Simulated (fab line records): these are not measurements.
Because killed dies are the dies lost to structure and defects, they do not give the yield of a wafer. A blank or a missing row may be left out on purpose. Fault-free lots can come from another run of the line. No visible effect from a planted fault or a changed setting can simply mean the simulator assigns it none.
Problem report, 8D (eight disciplines) form, completed by code	flow sky130	the parts of the form that need people (team, actions taken, sign-off) are left out

== 1. THE ISSUE ==
Mean CAPM_TIN_RS at SKY_CAPM_RS_MEAS_03: 6.12 ohm/sq over 2 wafers in 2 lots; fault-free wafers: 6.91 ohm/sq, standard deviation 0.062. That puts it -13 standard deviations away from the usual mean.
The step: measures by four-point-probe.
First observed at day 40 01:01: wafer L524.2, on film metro-04. The record has a number at this step for 32 wafers belonging to 11 lots. Rule for "out", or "out of limits": more than 4 standard deviations from the usual mean. Any other wafer with a number is counted as sound.

== 2. WHAT IT IS, AND WHAT IT ISN'T ==
question	is	is not
which readings at this step	CAPM_TIN_RS	-
which lots	L524, L526	L516, L517, L519, L521, L527, L528, L530, L534, L537
which wafers of those lots	L524.2, L526.4	L524.4, L524.6, L526.3, L526.6
read on which gauges	film metro-04	film metro-01, film metro-03
when	from day 40 01:01	up to then (14 sound wafers); but 16 sound wafers of L526, L527, L528, L530, L534, L537 came after

== 3. WHAT RULES OUT EACH SUSPECT ==
Counting: a tool at a process step up to the reading stays a suspect if it ran every lot that is out. Sound lots after the first of them don't rule it out here, since some wafers of a struck lot are sound.
- ruled out: the gauge at SKY_CAPM_RS_MEAS_03. All the wafers that are out were read on film metro-04, but those of them that SKY_CAPM_SPUTTER_02 has rows for are out there too, on other tools.
- pvd sputter-01 at SKY_CAPM_SPUTTER_02 (material TiN, target thk 200 nm, time 166.7 s): kept. It processed each lot that is out (first: L524, day 40 00:53); up to then, its last sound lot is L521 (day 38 18:34). Its own readings are out on those wafers: cathode dc power W.
Remaining after the count: pvd sputter-01 at SKY_CAPM_SPUTTER_02.

== 4. THE CAUSE (what the simulator had put in) ==
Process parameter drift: pvd sputter-01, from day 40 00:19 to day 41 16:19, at SKY_CAPM_SPUTTER_02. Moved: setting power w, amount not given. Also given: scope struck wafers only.
This tool alone remained once counting was done.

== 5. SEQUENCE OF EFFECTS, ordered by route ==
Each row: a reading where the mean over the struck wafers with a number is more than 3 standard deviations away from the usual. Only readings whose record carries a usual standard deviation are examined. hours: median over the lots of the time between each lot's start at the first step of this table that gives one and its start at this step. sigmas: the change, counted in usual standard deviations.
hours	step	reading	usual	on struck wafers	change	sigmas
0	SKY_CAPM_SPUTTER_02	cathode dc power W	6500.1 W	7331.1	+830.9	+99 or more
0	SKY_CAPM_RS_MEAS_03	CAPM_TIN_RS	6.91 ohm/sq	6.12	-0.79	-13
0	SKY_CAPM_THK_MEAS_04	CAPM_TIN_THK	198.0 nm	220.9	+22.9	+9.2
24	SKY_CAPM_METAL_ETCH_13	oes product au	0.943 a.u.	0.994	+0.051	+7.5
Here are the process steps it includes:
- SKY_CAPM_SPUTTER_02: material TiN, target thk 200 nm, time 166.7 s.
- SKY_CAPM_METAL_ETCH_13: etches TiN in Cl2/BCl3, stops on SiO2, target depth 220 nm, time 62.9 s.

== 6. WHAT WOULD HAVE CAUGHT IT SOONER ==
In this record the first reading out of limits at a measuring or inspecting step was taken at day 40 01:01, 1 hour after the fault began at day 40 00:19.
The tool's own readings at SKY_CAPM_SPUTTER_02 were out on every struck wafer that the step has a row for (cathode dc power W): an alarm limit on them would have fired on the first of those.
L526, from the lots that are out (2), started SKY_CAPM_SPUTTER_02 on pvd sputter-01 later than day 40 01:01. Had the tool been put on hold then, it would have been spared.
